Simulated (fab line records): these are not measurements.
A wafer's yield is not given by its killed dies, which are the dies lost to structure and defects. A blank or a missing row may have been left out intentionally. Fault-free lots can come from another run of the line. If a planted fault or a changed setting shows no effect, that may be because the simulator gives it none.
fab line records :: flow gf180mcu
[record]
  lots = 13
  wafers = 39
  lastDay = 34
route steps=602 shown V3@451 M4@459 MIM@508
lots untouched by any fault: they come from a run of this same line in which no faults occurred
startH: hours from the record's first day to the start of the lot's first wafer shown :: waitH: time in hours since the lot's previous step :: " the same as in the row above :: L1.1+2: a single row standing in for several wafers :: - value missing, or start not given :: * or withheld: withheld :: < > ~ a bound
route shown NAME@n: NAME is a module with steps in the file, n the number in the route of the first one :: usual: the fault-free wafers' mean and standard deviation :: same: alike in all rows :: chamber/n: place in a boat :: sites: the reading at each site :: _std_site: the values' standard deviation :: _edge_site: outer sites' mean less inner sites' :: radiusMm: how far each site lies from the wafer's centre :: mask NAME#n: copy n :: behind: the most recent tool/chamber to have shaped the wafer :: hold: what put the lot on hold/how long, in hours/how the hold closed :: device: which transistor (n, p or np) failed to switch :: end of line: tests of these same wafers at the route's end :: step lacking rows: just its recipe :: killed: dies lost to structure and defects at the first sort, not the wafer's yield :: map: the dies of a wafer, with x for killed, . for not killed, _ for no die there
set.NAME: the setting that was run; set.NAME@STEP: the one run at that earlier step :: model.NAME: the simulator's own value behind a step, which no gauge read
route steps across a sampled set of lots; one table per step, one row per wafer
services: a tool's chamber out of use, with start hour (startH, from the record's first day; less than 0 if before it), hours out, and reason
[[steps]]
[step GF_V3_SPUTTER_22]
[recipe]
  material = TiN
  targetThkNm = 10
  chamberPressurePa = 5
  powerW = 4000
  timeS = 40
[usual]
  throttleValvePct = 30.9/1.1
lot.wafer: L391.2
tool: pvdSputter-02
chamber: -
startH: 514.38
waitH: 0.0
throttleValvePct: 31.7

lot.wafer: L391.4
tool: pvdSputter-02
chamber: -
startH: 514.38
waitH: 0.0
throttleValvePct: 31.8

lot.wafer: L391.6
tool: pvdSputter-02
chamber: -
startH: 514.38
waitH: 0.0
throttleValvePct: 31.7

lot.wafer: L392.3
tool: pvdSputter-04
chamber: -
startH: 524.25
waitH: 0.0
throttleValvePct: 29.6

lot.wafer: L392.4
tool: pvdSputter-04
chamber: -
startH: 524.25
waitH: 0.0
throttleValvePct: 30.7

lot.wafer: L392.6
tool: pvdSputter-04
chamber: -
startH: 524.25
waitH: 0.0
throttleValvePct: 30.6

lot.wafer: L393.1
tool: pvdSputter-02
chamber: -
startH: 543.98
waitH: 0.0
throttleValvePct: 31.9

lot.wafer: L393.3
tool: pvdSputter-02
chamber: -
startH: 543.98
waitH: 0.0
throttleValvePct: 31.9

lot.wafer: L393.5
tool: pvdSputter-02
chamber: -
startH: 543.98
waitH: 0.0
throttleValvePct: 31.4

lot.wafer: L394.4
tool: pvdSputter-04
chamber: -
startH: 547.17
waitH: 0.0
throttleValvePct: 29.5

lot.wafer: L394.5
tool: pvdSputter-04
chamber: -
startH: 547.17
waitH: 0.0
throttleValvePct: 31.3

lot.wafer: L394.6
tool: pvdSputter-04
chamber: -
startH: 547.17
waitH: 0.0
throttleValvePct: 30.8

lot.wafer: L397.2
tool: pvdSputter-02
chamber: -
startH: 571.26
waitH: 0.0
throttleValvePct: 31.4

lot.wafer: L397.3
tool: pvdSputter-02
chamber: -
startH: 571.26
waitH: 0.0
throttleValvePct: 31.4

lot.wafer: L397.5
tool: pvdSputter-02
chamber: -
startH: 571.26
waitH: 0.0
throttleValvePct: 31.7

lot.wafer: L398.1
tool: pvdSputter-03
chamber: -
startH: 579.14
waitH: 0.0
throttleValvePct: 28.8

lot.wafer: L398.2
tool: pvdSputter-03
chamber: -
startH: 579.14
waitH: 0.0
throttleValvePct: 29.5

lot.wafer: L398.6
tool: pvdSputter-03
chamber: -
startH: 579.14
waitH: 0.0
throttleValvePct: 29.5

lot.wafer: L400.2
tool: pvdSputter-03
chamber: -
startH: 597.30
waitH: 0.0
throttleValvePct: 32.8

lot.wafer: L400.5
tool: pvdSputter-03
chamber: -
startH: 597.30
waitH: 0.0
throttleValvePct: 29.5

lot.wafer: L400.6
tool: pvdSputter-03
chamber: -
startH: 597.30
waitH: 0.0
throttleValvePct: 29.9

lot.wafer: L405.2
tool: pvdSputter-02
chamber: -
startH: 632.70
waitH: 0.0
throttleValvePct: 31.4

lot.wafer: L405.3
tool: pvdSputter-02
chamber: -
startH: 632.70
waitH: 0.0
throttleValvePct: 31.5

lot.wafer: L405.5
tool: pvdSputter-02
chamber: -
startH: 632.70
waitH: 0.0
throttleValvePct: 31.8

lot.wafer: L407.1
tool: pvdSputter-03
chamber: -
startH: 641.74
waitH: 0.0
throttleValvePct: 28.8

lot.wafer: L407.2
tool: pvdSputter-03
chamber: -
startH: 641.74
waitH: 0.0
throttleValvePct: 29.7

lot.wafer: L407.3
tool: pvdSputter-03
chamber: -
startH: 641.74
waitH: 0.0
throttleValvePct: 32.6

lot.wafer: L406.2
tool: pvdSputter-04
chamber: -
startH: 642.42
waitH: 0.0
throttleValvePct: 30.6

lot.wafer: L406.5
tool: pvdSputter-04
chamber: -
startH: 642.42
waitH: 0.0
throttleValvePct: 29.7

lot.wafer: L406.6
tool: pvdSputter-04
chamber: -
startH: 642.42
waitH: 0.0
throttleValvePct: 31.5

lot.wafer: L409.3
tool: pvdSputter-03
chamber: -
startH: 667.05
waitH: 0.0
throttleValvePct: 33.0

lot.wafer: L409.5
tool: pvdSputter-03
chamber: -
startH: 667.05
waitH: 0.0
throttleValvePct: 28.8

lot.wafer: L409.6
tool: pvdSputter-03
chamber: -
startH: 667.05
waitH: 0.0
throttleValvePct: 29.9

lot.wafer: L411.1
tool: pvdSputter-02
chamber: -
startH: 679.74
waitH: 0.0
throttleValvePct: 31.8

lot.wafer: L411.4
tool: pvdSputter-02
chamber: -
startH: 679.74
waitH: 0.0
throttleValvePct: 32.0

lot.wafer: L411.6
tool: pvdSputter-02
chamber: -
startH: 679.74
waitH: 0.0
throttleValvePct: 31.8

lot.wafer: L414.2
tool: pvdSputter-04
chamber: -
startH: 702.07
waitH: 0.0
throttleValvePct: 30.7

lot.wafer: L414.3
tool: pvdSputter-04
chamber: -
startH: 702.07
waitH: 0.0
throttleValvePct: 30.6

lot.wafer: L414.6
tool: pvdSputter-04
chamber: -
startH: 702.07
waitH: 0.0
throttleValvePct: 30.5
[step GF_V3_CMP_26]
[recipe]
  stopOn = SiO2
  downForcePsi = 3.5
  platenRpm = 60
  tOverpolishS = 15
  targetThkNm = 0
  padVelocityMS = 0.94248
[usual]
  motorCurrentA = 11.3/0.9
  overpolishRunS = 15.001/0.009
  timeToEndpointS = 85/3.2
lot.wafer: L391.2
tool: cmp-02
chamber: 1
startH: 514.71
waitH: 0.0
motorCurrentA: 9.9
overpolishRunS: 14.986
timeToEndpointS: 85

lot.wafer: L391.4
tool: cmp-02
chamber: 3
startH: 514.71
waitH: 0.0
motorCurrentA: 10.9
overpolishRunS: 14.992
timeToEndpointS: 93

lot.wafer: L391.6
tool: cmp-02
chamber: 1
startH: 514.71
waitH: 0.0
motorCurrentA: 9.4
overpolishRunS: 15.007
timeToEndpointS: 84

lot.wafer: L392.4
tool: cmp-01
chamber: 0
startH: 524.58
waitH: 0.0
motorCurrentA: 10.8
overpolishRunS: 14.995
timeToEndpointS: 86

lot.wafer: L392.3
tool: cmp-01
chamber: 3
startH: 524.58
waitH: 0.0
motorCurrentA: 11.9
overpolishRunS: 15.014
timeToEndpointS: 93

lot.wafer: L392.6
tool: cmp-01
chamber: 0
startH: 524.58
waitH: 0.0
motorCurrentA: 11.0
overpolishRunS: 14.996
timeToEndpointS: 87

lot.wafer: L393.3
tool: cmp-01
chamber: 3
startH: 544.36
waitH: 0.1
motorCurrentA: 11.0
overpolishRunS: 14.995
timeToEndpointS: 86

lot.wafer: L393.1
tool: cmp-01
chamber: 0
startH: 544.36
waitH: 0.1
motorCurrentA: 10.5
overpolishRunS: 14.994
timeToEndpointS: 86

lot.wafer: L393.5
tool: cmp-01
chamber: 2
startH: 544.36
waitH: 0.1
motorCurrentA: 11.1
overpolishRunS: 15.006
timeToEndpointS: 86

lot.wafer: L394.4
tool: cmp-02
chamber: 0
startH: 547.88
waitH: 0.4
motorCurrentA: 12.7
overpolishRunS: 14.999
timeToEndpointS: 88

lot.wafer: L394.5
tool: cmp-02
chamber: 1
startH: 547.88
waitH: 0.4
motorCurrentA: 9.9
overpolishRunS: 14.995
timeToEndpointS: 84

lot.wafer: L394.6
tool: cmp-02
chamber: 2
startH: 547.88
waitH: 0.4
motorCurrentA: 11.0
overpolishRunS: 14.994
timeToEndpointS: 89

lot.wafer: L397.3
tool: cmp-02
chamber: 1
startH: 571.69
waitH: 0.1
motorCurrentA: 10.3
overpolishRunS: 15.004
timeToEndpointS: 85

lot.wafer: L397.2
tool: cmp-02
chamber: 2
startH: 571.69
waitH: 0.1
motorCurrentA: 11.1
overpolishRunS: 14.999
timeToEndpointS: 89

lot.wafer: L397.5
tool: cmp-02
chamber: 3
startH: 571.69
waitH: 0.1
motorCurrentA: 11.6
overpolishRunS: 14.988
timeToEndpointS: 89

lot.wafer: L398.1
tool: cmp-01
chamber: 0
startH: 579.47
waitH: 0.1
motorCurrentA: 10.5
overpolishRunS: 14.994
timeToEndpointS: 84

lot.wafer: L398.2
tool: cmp-01
chamber: 3
startH: 579.47
waitH: 0.1
motorCurrentA: 12.0
overpolishRunS: 15.001
timeToEndpointS: 84

lot.wafer: L398.6
tool: cmp-01
chamber: 0
startH: 579.47
waitH: 0.1
motorCurrentA: 10.2
overpolishRunS: 14.990
timeToEndpointS: 85

lot.wafer: L400.2
tool: cmp-01
chamber: 2
startH: 597.73
waitH: 0.1
motorCurrentA: 11.4
overpolishRunS: 15.002
timeToEndpointS: 84

lot.wafer: L400.6
tool: cmp-01
chamber: 0
startH: 597.73
waitH: 0.1
motorCurrentA: 10.2
overpolishRunS: 14.990
timeToEndpointS: 83

lot.wafer: L400.5
tool: cmp-01
chamber: 1
startH: 597.73
waitH: 0.1
motorCurrentA: 11.3
overpolishRunS: 15.016
timeToEndpointS: 85

lot.wafer: L405.2
tool: cmp-01
chamber: 1
startH: 633.13
waitH: 0.1
motorCurrentA: 11.0
overpolishRunS: 15.016
timeToEndpointS: 88

lot.wafer: L405.3
tool: cmp-01
chamber: 2
startH: 633.13
waitH: 0.1
motorCurrentA: 11.2
overpolishRunS: 14.990
timeToEndpointS: 84

lot.wafer: L405.5
tool: cmp-01
chamber: 0
startH: 633.13
waitH: 0.1
motorCurrentA: 11.0
overpolishRunS: 15.007
timeToEndpointS: 82

lot.wafer: L407.2
tool: cmp-02
chamber: 0
startH: 642.07
waitH: 0.0
motorCurrentA: 12.3
overpolishRunS: 15.005
timeToEndpointS: 83

lot.wafer: L407.3
tool: cmp-02
chamber: 2
startH: 642.07
waitH: 0.0
motorCurrentA: 11.4
overpolishRunS: 14.991
timeToEndpointS: 86

lot.wafer: L407.1
tool: cmp-02
chamber: 3
startH: 642.07
waitH: 0.0
motorCurrentA: 12.2
overpolishRunS: 14.996
timeToEndpointS: 89

lot.wafer: L406.2
tool: cmp-01
chamber: 0
startH: 642.85
waitH: 0.1
motorCurrentA: 10.8
overpolishRunS: 14.992
timeToEndpointS: 84

lot.wafer: L406.5
tool: cmp-01
chamber: 2
startH: 642.85
waitH: 0.1
motorCurrentA: 11.3
overpolishRunS: 14.993
timeToEndpointS: 83

lot.wafer: L406.6
tool: cmp-01
chamber: 3
startH: 642.85
waitH: 0.1
motorCurrentA: 12.1
overpolishRunS: 14.992
timeToEndpointS: 86

lot.wafer: L409.3
tool: cmp-02
chamber: 0
startH: 667.53
waitH: 0.2
motorCurrentA: 12.9
overpolishRunS: 15.002
timeToEndpointS: 82

lot.wafer: L409.6
tool: cmp-02
chamber: 1
startH: 667.53
waitH: 0.2
motorCurrentA: 9.7
overpolishRunS: 15.006
timeToEndpointS: 81

lot.wafer: L409.5
tool: cmp-02
chamber: 2
startH: 667.53
waitH: 0.2
motorCurrentA: 11.3
overpolishRunS: 15.002
timeToEndpointS: 84

lot.wafer: L411.4
tool: cmp-01
chamber: 1
startH: 680.18
waitH: 0.0
motorCurrentA: 11.4
overpolishRunS: 14.991
timeToEndpointS: 89

lot.wafer: L411.1
tool: cmp-01
chamber: 0
startH: 680.18
waitH: 0.0
motorCurrentA: 10.4
overpolishRunS: 15.010
timeToEndpointS: 88

lot.wafer: L411.6
tool: cmp-01
chamber: 1
startH: 680.18
waitH: 0.0
motorCurrentA: 11.3
overpolishRunS: 15.015
timeToEndpointS: 89

lot.wafer: L414.3
tool: cmp-01
chamber: 2
startH: 702.40
waitH: 0.0
motorCurrentA: 10.6
overpolishRunS: 14.991
timeToEndpointS: 88

lot.wafer: L414.2
tool: cmp-01
chamber: 3
startH: 702.40
waitH: 0.0
motorCurrentA: 12.2
overpolishRunS: 15.008
timeToEndpointS: 89

lot.wafer: L414.6
tool: cmp-01
chamber: 2
startH: 702.40
waitH: 0.0
motorCurrentA: 11.5
overpolishRunS: 14.975
timeToEndpointS: 85
[step GF_M4_SPUTTER_03]
[recipe]
  material = Ti
  targetThkNm = 10
  substrateTempC = 300
  chamberPressurePa = 0.3
  powerW = 3000
  timeS = 6.7
[usual]
  throttleValvePct = 30.5/1
lot.wafer: L391.2
tool: pvdSputter-01
chamber: -
startH: 515.17
waitH: 0.0
throttleValvePct: 31.2

lot.wafer: L391.4
tool: pvdSputter-01
chamber: -
startH: 515.17
waitH: 0.0
throttleValvePct: 30.6

lot.wafer: L391.6
tool: pvdSputter-01
chamber: -
startH: 515.17
waitH: 0.0
throttleValvePct: 31.0

lot.wafer: L392.3
tool: pvdSputter-04
chamber: -
startH: 525.04
waitH: 0.0
throttleValvePct: 30.1

lot.wafer: L392.4
tool: pvdSputter-04
chamber: -
startH: 525.04
waitH: 0.0
throttleValvePct: 31.5

lot.wafer: L392.6
tool: pvdSputter-04
chamber: -
startH: 525.04
waitH: 0.0
throttleValvePct: 30.0

lot.wafer: L393.1
tool: pvdSputter-01
chamber: -
startH: 544.77
waitH: 0.0
throttleValvePct: 30.5

lot.wafer: L393.3
tool: pvdSputter-01
chamber: -
startH: 544.77
waitH: 0.0
throttleValvePct: 31.0

lot.wafer: L393.5
tool: pvdSputter-01
chamber: -
startH: 544.77
waitH: 0.0
throttleValvePct: 30.5

lot.wafer: L394.4
tool: pvdSputter-03
chamber: -
startH: 548.19
waitH: 0.0
throttleValvePct: 32.7

lot.wafer: L394.5
tool: pvdSputter-03
chamber: -
startH: 548.19
waitH: 0.0
throttleValvePct: 29.8

lot.wafer: L394.6
tool: pvdSputter-03
chamber: -
startH: 548.19
waitH: 0.0
throttleValvePct: 29.6

lot.wafer: L397.2
tool: pvdSputter-03
chamber: -
startH: 572.05
waitH: 0.0
throttleValvePct: 32.7

lot.wafer: L397.3
tool: pvdSputter-03
chamber: -
startH: 572.05
waitH: 0.0
throttleValvePct: 29.8

lot.wafer: L397.5
tool: pvdSputter-03
chamber: -
startH: 572.05
waitH: 0.0
throttleValvePct: 29.8

lot.wafer: L398.1
tool: pvdSputter-04
chamber: -
startH: 579.93
waitH: 0.0
throttleValvePct: 31.5

lot.wafer: L398.2
tool: pvdSputter-04
chamber: -
startH: 579.93
waitH: 0.0
throttleValvePct: 30.6

lot.wafer: L398.6
tool: pvdSputter-04
chamber: -
startH: 579.93
waitH: 0.0
throttleValvePct: 30.5

lot.wafer: L400.2
tool: pvdSputter-04
chamber: -
startH: 598.09
waitH: 0.0
throttleValvePct: 30.6

lot.wafer: L400.5
tool: pvdSputter-04
chamber: -
startH: 598.09
waitH: 0.0
throttleValvePct: 30.6

lot.wafer: L400.6
tool: pvdSputter-04
chamber: -
startH: 598.09
waitH: 0.0
throttleValvePct: 29.4

lot.wafer: L405.2
tool: pvdSputter-03
chamber: -
startH: 633.49
waitH: 0.0
throttleValvePct: 32.7

lot.wafer: L405.3
tool: pvdSputter-03
chamber: -
startH: 633.49
waitH: 0.0
throttleValvePct: 29.4

lot.wafer: L405.5
tool: pvdSputter-03
chamber: -
startH: 633.49
waitH: 0.0
throttleValvePct: 29.8

lot.wafer: L407.1
tool: pvdSputter-03
chamber: -
startH: 642.53
waitH: 0.0
throttleValvePct: 32.5

lot.wafer: L407.2
tool: pvdSputter-03
chamber: -
startH: 642.53
waitH: 0.0
throttleValvePct: 29.8

lot.wafer: L407.3
tool: pvdSputter-03
chamber: -
startH: 642.53
waitH: 0.0
throttleValvePct: 28.7

lot.wafer: L406.2
tool: pvdSputter-04
chamber: -
startH: 643.21
waitH: 0.0
throttleValvePct: 30.4

lot.wafer: L406.5
tool: pvdSputter-04
chamber: -
startH: 643.21
waitH: 0.0
throttleValvePct: 30.6

lot.wafer: L406.6
tool: pvdSputter-04
chamber: -
startH: 643.21
waitH: 0.0
throttleValvePct: 31.5

lot.wafer: L409.3
tool: pvdSputter-04
chamber: -
startH: 667.84
waitH: 0.0
throttleValvePct: 30.7

lot.wafer: L409.5
tool: pvdSputter-04
chamber: -
startH: 667.84
waitH: 0.0
throttleValvePct: 30.5

lot.wafer: L409.6
tool: pvdSputter-04
chamber: -
startH: 667.84
waitH: 0.0
throttleValvePct: 30.6

lot.wafer: L411.1
tool: pvdSputter-01
chamber: -
startH: 680.64
waitH: 0.0
throttleValvePct: 30.4

lot.wafer: L411.4
tool: pvdSputter-01
chamber: -
startH: 680.64
waitH: 0.0
throttleValvePct: 30.8

lot.wafer: L411.6
tool: pvdSputter-01
chamber: -
startH: 680.64
waitH: 0.0
throttleValvePct: 30.4

lot.wafer: L414.2
tool: pvdSputter-01
chamber: -
startH: 702.86
waitH: 0.0
throttleValvePct: 30.5

lot.wafer: L414.3
tool: pvdSputter-01
chamber: -
startH: 702.86
waitH: 0.0
throttleValvePct: 31.1

lot.wafer: L414.6
tool: pvdSputter-01
chamber: -
startH: 702.86
waitH: 0.0
throttleValvePct: 31.1
[step GF_MIM_CVD_05]
[recipe]
  material = Si3N4
  targetThkNm = 42
  tempMaxC = 400
  tempC = 385
  timeS = 29.086
  rfW = 450
[usual]
  heaterPowerW = 566/59
lot.wafer: L391.2
tool: pecvd-03
chamber: 2
startH: 564.76
waitH: 0.0
heaterPowerW: 599

lot.wafer: L391.4
tool: pecvd-03
chamber: 2
startH: 564.76
waitH: 0.0
heaterPowerW: 575

lot.wafer: L391.6
tool: pecvd-03
chamber: 1
startH: 564.76
waitH: 0.0
heaterPowerW: 593

lot.wafer: L392.3
tool: pecvd-02
chamber: 1
startH: 573.46
waitH: 0.0
heaterPowerW: 678

lot.wafer: L392.4
tool: pecvd-02
chamber: 0
startH: 573.46
waitH: 0.0
heaterPowerW: 536

lot.wafer: L392.6
tool: pecvd-02
chamber: 1
startH: 573.46
waitH: 0.0
heaterPowerW: 545

lot.wafer: L393.1
tool: pecvd-02
chamber: 0
startH: 592.13
waitH: 0.0
heaterPowerW: 466

lot.wafer: L393.3
tool: pecvd-02
chamber: 1
startH: 592.13
waitH: 0.0
heaterPowerW: 548

lot.wafer: L393.5
tool: pecvd-02
chamber: 0
startH: 592.13
waitH: 0.0
heaterPowerW: 474

lot.wafer: L394.4
tool: pecvd-02
chamber: 1
startH: 594.50
waitH: 0.0
heaterPowerW: 620

lot.wafer: L394.5
tool: pecvd-02
chamber: 2
startH: 594.50
waitH: 0.0
heaterPowerW: 546

lot.wafer: L394.6
tool: pecvd-02
chamber: 0
startH: 594.50
waitH: 0.0
heaterPowerW: 546

lot.wafer: L397.2
tool: pecvd-02
chamber: 2
startH: 618.97
waitH: 0.0
heaterPowerW: 543

lot.wafer: L397.3
tool: pecvd-02
chamber: 1
startH: 618.97
waitH: 0.0
heaterPowerW: 604

lot.wafer: L397.5
tool: pecvd-02
chamber: 1
startH: 618.97
waitH: 0.0
heaterPowerW: 639

lot.wafer: L398.1
tool: pecvd-03
chamber: 0
startH: 625.09
waitH: 0.0
heaterPowerW: 558

lot.wafer: L398.2
tool: pecvd-03
chamber: 1
startH: 625.09
waitH: 0.0
heaterPowerW: 647

lot.wafer: L398.6
tool: pecvd-03
chamber: 1
startH: 625.09
waitH: 0.0
heaterPowerW: 627

lot.wafer: L400.2
tool: pecvd-04
chamber: 2
startH: 642.49
waitH: 0.0
heaterPowerW: 692

lot.wafer: L400.5
tool: pecvd-04
chamber: 1
startH: 642.49
waitH: 0.0
heaterPowerW: 595

lot.wafer: L400.6
tool: pecvd-04
chamber: 2
startH: 642.49
waitH: 0.0
heaterPowerW: 690

lot.wafer: L405.2
tool: pecvd-03
chamber: 1
startH: 676.37
waitH: 0.0
heaterPowerW: 587

lot.wafer: L405.3
tool: pecvd-03
chamber: 0
startH: 676.37
waitH: 0.0
heaterPowerW: 476

lot.wafer: L405.5
tool: pecvd-03
chamber: 0
startH: 676.37
waitH: 0.0
heaterPowerW: 485

lot.wafer: L407.1
tool: pecvd-03
chamber: 2
startH: 684.62
waitH: 0.0
heaterPowerW: 616

lot.wafer: L407.2
tool: pecvd-03
chamber: 1
startH: 684.62
waitH: 0.0
heaterPowerW: 614

lot.wafer: L407.3
tool: pecvd-03
chamber: 0
startH: 684.62
waitH: 0.0
heaterPowerW: 555

lot.wafer: L406.2
tool: pecvd-03
chamber: 1
startH: 685.32
waitH: 0.0
heaterPowerW: 650

lot.wafer: L406.5
tool: pecvd-03
chamber: 1
startH: 685.32
waitH: 0.0
heaterPowerW: 645

lot.wafer: L406.6
tool: pecvd-03
chamber: 0
startH: 685.32
waitH: 0.0
heaterPowerW: 560

lot.wafer: L409.3
tool: pecvd-02
chamber: 1
startH: 708.60
waitH: 0.0
heaterPowerW: 584

lot.wafer: L409.5
tool: pecvd-02
chamber: 0
startH: 708.60
waitH: 0.0
heaterPowerW: 569

lot.wafer: L409.6
tool: pecvd-02
chamber: 1
startH: 708.60
waitH: 0.0
heaterPowerW: 577

lot.wafer: L411.1
tool: pecvd-04
chamber: 1
startH: 721.53
waitH: 0.0
heaterPowerW: 595

lot.wafer: L411.4
tool: pecvd-04
chamber: 1
startH: 721.53
waitH: 0.0
heaterPowerW: 614

lot.wafer: L411.6
tool: pecvd-04
chamber: 0
startH: 721.53
waitH: 0.0
heaterPowerW: 502

lot.wafer: L414.2
tool: pecvd-02
chamber: 0
startH: 741.83
waitH: 0.0
heaterPowerW: 555

lot.wafer: L414.3
tool: pecvd-02
chamber: 2
startH: 741.83
waitH: 0.0
heaterPowerW: 541

lot.wafer: L414.6
tool: pecvd-02
chamber: 2
startH: 741.83
waitH: 0.0
heaterPowerW: 550
[step GF_MIM_THK_MEAS_06]
[recipe]
  reads = Si3N4_of_MIM_CVD_05
[usual]
  MIM_CVD_05_THK = 42.1/0.62
lot.wafer: L391.2
tool: filmMetro-03
chamber: -
startH: 564.81
waitH: 0.0
MIM_CVD_05_THK[nm]: 42.5

lot.wafer: L391.4
tool: filmMetro-03
chamber: -
startH: 564.81
waitH: 0.0
MIM_CVD_05_THK[nm]: 42.4

lot.wafer: L391.6
tool: filmMetro-03
chamber: -
startH: 564.81
waitH: 0.0
MIM_CVD_05_THK[nm]: 42.4

lot.wafer: L392.3
tool: filmMetro-04
chamber: -
startH: 573.52
waitH: 0.0
MIM_CVD_05_THK[nm]: 41.7

lot.wafer: L392.4
tool: filmMetro-04
chamber: -
startH: 573.52
waitH: 0.0
MIM_CVD_05_THK[nm]: 42.0

lot.wafer: L392.6
tool: filmMetro-04
chamber: -
startH: 573.52
waitH: 0.0
MIM_CVD_05_THK[nm]: 41.9

lot.wafer: L393.1
tool: filmMetro-04
chamber: -
startH: 592.16
waitH: 0.0
MIM_CVD_05_THK[nm]: 41.6

lot.wafer: L393.3
tool: filmMetro-04
chamber: -
startH: 592.16
waitH: 0.0
MIM_CVD_05_THK[nm]: 41.7

lot.wafer: L393.5
tool: filmMetro-04
chamber: -
startH: 592.16
waitH: 0.0
MIM_CVD_05_THK[nm]: 42.4

lot.wafer: L394.4
tool: filmMetro-02
chamber: -
startH: 594.54
waitH: 0.0
MIM_CVD_05_THK[nm]: 42.6

lot.wafer: L394.5
tool: filmMetro-02
chamber: -
startH: 594.54
waitH: 0.0
MIM_CVD_05_THK[nm]: 41.7

lot.wafer: L394.6
tool: filmMetro-02
chamber: -
startH: 594.54
waitH: 0.0
MIM_CVD_05_THK[nm]: 42.2

lot.wafer: L397.2
tool: filmMetro-02
chamber: -
startH: 619.01
waitH: 0.0
MIM_CVD_05_THK[nm]: 41.0

lot.wafer: L397.3
tool: filmMetro-02
chamber: -
startH: 619.01
waitH: 0.0
MIM_CVD_05_THK[nm]: 41.9

lot.wafer: L397.5
tool: filmMetro-02
chamber: -
startH: 619.01
waitH: 0.0
MIM_CVD_05_THK[nm]: 42.6

lot.wafer: L398.1
tool: filmMetro-03
chamber: -
startH: 625.12
waitH: 0.0
MIM_CVD_05_THK[nm]: 41.5

lot.wafer: L398.2
tool: filmMetro-03
chamber: -
startH: 625.12
waitH: 0.0
MIM_CVD_05_THK[nm]: 40.9

lot.wafer: L398.6
tool: filmMetro-03
chamber: -
startH: 625.12
waitH: 0.0
MIM_CVD_05_THK[nm]: 41.4

lot.wafer: L400.2
tool: filmMetro-03
chamber: -
startH: 642.53
waitH: 0.0
MIM_CVD_05_THK[nm]: 41.8

lot.wafer: L400.5
tool: filmMetro-03
chamber: -
startH: 642.53
waitH: 0.0
MIM_CVD_05_THK[nm]: 41.9

lot.wafer: L400.6
tool: filmMetro-03
chamber: -
startH: 642.53
waitH: 0.0
MIM_CVD_05_THK[nm]: 42.2

lot.wafer: L405.2
tool: filmMetro-02
chamber: -
startH: 676.42
waitH: 0.0
MIM_CVD_05_THK[nm]: 41.8

lot.wafer: L405.3
tool: filmMetro-02
chamber: -
startH: 676.42
waitH: 0.0
MIM_CVD_05_THK[nm]: 47.9

lot.wafer: L405.5
tool: filmMetro-02
chamber: -
startH: 676.42
waitH: 0.0
MIM_CVD_05_THK[nm]: 48.1

lot.wafer: L407.1
tool: filmMetro-02
chamber: -
startH: 684.65
waitH: 0.0
MIM_CVD_05_THK[nm]: 41.9

lot.wafer: L407.2
tool: filmMetro-02
chamber: -
startH: 684.65
waitH: 0.0
MIM_CVD_05_THK[nm]: 41.8

lot.wafer: L407.3
tool: filmMetro-02
chamber: -
startH: 684.65
waitH: 0.0
MIM_CVD_05_THK[nm]: 47.0

lot.wafer: L406.2
tool: filmMetro-03
chamber: -
startH: 685.37
waitH: 0.0
MIM_CVD_05_THK[nm]: 41.4

lot.wafer: L406.5
tool: filmMetro-03
chamber: -
startH: 685.37
waitH: 0.0
MIM_CVD_05_THK[nm]: 42.7

lot.wafer: L406.6
tool: filmMetro-03
chamber: -
startH: 685.37
waitH: 0.0
MIM_CVD_05_THK[nm]: 48.4

lot.wafer: L409.3
tool: filmMetro-04
chamber: -
startH: 708.66
waitH: 0.0
MIM_CVD_05_THK[nm]: 41.7

lot.wafer: L409.5
tool: filmMetro-04
chamber: -
startH: 708.66
waitH: 0.0
MIM_CVD_05_THK[nm]: 42.1

lot.wafer: L409.6
tool: filmMetro-04
chamber: -
startH: 708.66
waitH: 0.0
MIM_CVD_05_THK[nm]: 42.8

lot.wafer: L411.1
tool: filmMetro-03
chamber: -
startH: 721.57
waitH: 0.0
MIM_CVD_05_THK[nm]: 42.5

lot.wafer: L411.4
tool: filmMetro-03
chamber: -
startH: 721.57
waitH: 0.0
MIM_CVD_05_THK[nm]: 43.1

lot.wafer: L411.6
tool: filmMetro-03
chamber: -
startH: 721.57
waitH: 0.0
MIM_CVD_05_THK[nm]: 42.7

lot.wafer: L414.2
tool: filmMetro-03
chamber: -
startH: 741.87
waitH: 0.0
MIM_CVD_05_THK[nm]: 41.4

lot.wafer: L414.3
tool: filmMetro-03
chamber: -
startH: 741.87
waitH: 0.0
MIM_CVD_05_THK[nm]: 40.6

lot.wafer: L414.6
tool: filmMetro-03
chamber: -
startH: 741.87
waitH: 0.0
MIM_CVD_05_THK[nm]: 41.0
[[services]]
tool: cmp-01
chamber: -
startH: 514.81
hours: 0.7
kind: repair

tool: cmp-02
chamber: -
startH: 518.05
hours: 3.9
kind: pm

tool: pvdSputter-02
chamber: -
startH: 543.00
hours: 0.6
kind: repair

tool: pvdSputter-04
chamber: -
startH: 548.10
hours: 1.1
kind: repair

tool: pvdSputter-03
chamber: -
startH: 552.84
hours: 5.5
kind: repair

tool: cmp-01
chamber: -
startH: 565.60
hours: 3.7
kind: repair

tool: cmp-01
chamber: -
startH: 572.00
hours: 4.0
kind: pm

tool: cmp-02
chamber: -
startH: 579.23
hours: 4.8
kind: pm

tool: pecvd-03
chamber: -
startH: 591.12
hours: 14.0
kind: pm

tool: cmp-02
chamber: -
startH: 605.69
hours: 1.0
kind: repair

tool: cmp-02
chamber: -
startH: 606.51
hours: 0.2
kind: repair

tool: cmp-01
chamber: -
startH: 609.89
hours: 3.6
kind: repair

tool: cmp-01
chamber: -
startH: 623.89
hours: 3.5
kind: repair

tool: pecvd-03
chamber: -
startH: 629.00
hours: 0.9
kind: repair

tool: pvdSputter-03
chamber: -
startH: 650.17
hours: 0.8
kind: repair

tool: pvdSputter-02
chamber: -
startH: 666.61
hours: 5.8
kind: repair

tool: pvdSputter-03
chamber: -
startH: 679.61
hours: 3.4
kind: repair

tool: pvdSputter-02
chamber: -
startH: 699.92
hours: 2.6
kind: repair

tool: pvdSputter-04
chamber: -
startH: 700.99
hours: 1.0
kind: repair

tool: cmp-02
chamber: -
startH: 703.12
hours: 0.3
kind: repair

tool: cmp-01
chamber: -
startH: 706.92
hours: 5.5
kind: pm

tool: pvdSputter-03
chamber: -
startH: 716.08
hours: 1.2
kind: repair

tool: pvdSputter-04
chamber: -
startH: 716.57
hours: 4.8
kind: repair

tool: cmp-01
chamber: -
startH: 717.13
hours: 37.7
kind: repair
[[key]]
[firstSign]
  step = GF_MIM_THK_MEAS_06
  reading = MIM_CVD_05_THK
  direction = up
  sigmas = 9.4
  usual = 42.1
  struck = 47.9
effect none on later readings
metAt GF_MIM_CVD_05
struckLots L405,L406,L407
struckWafers L405.3,L405.5,L406.6,L407.3
notActingAt GF_V3_SPUTTER_22,GF_V3_CMP_26,GF_M4_SPUTTER_03
onsetBetween 625.09 676.37
[fault]
  kind = processParameterDrift
  tool = pecvd-03
  chamber = 0
  onsetH = 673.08
  steps = GF_MIM_CVD_05
  channel = targetThkNm
  offset = 5.2714
  shape = step
  endH = 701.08
  actsIn = theseRecipesOnly
  stated = 42
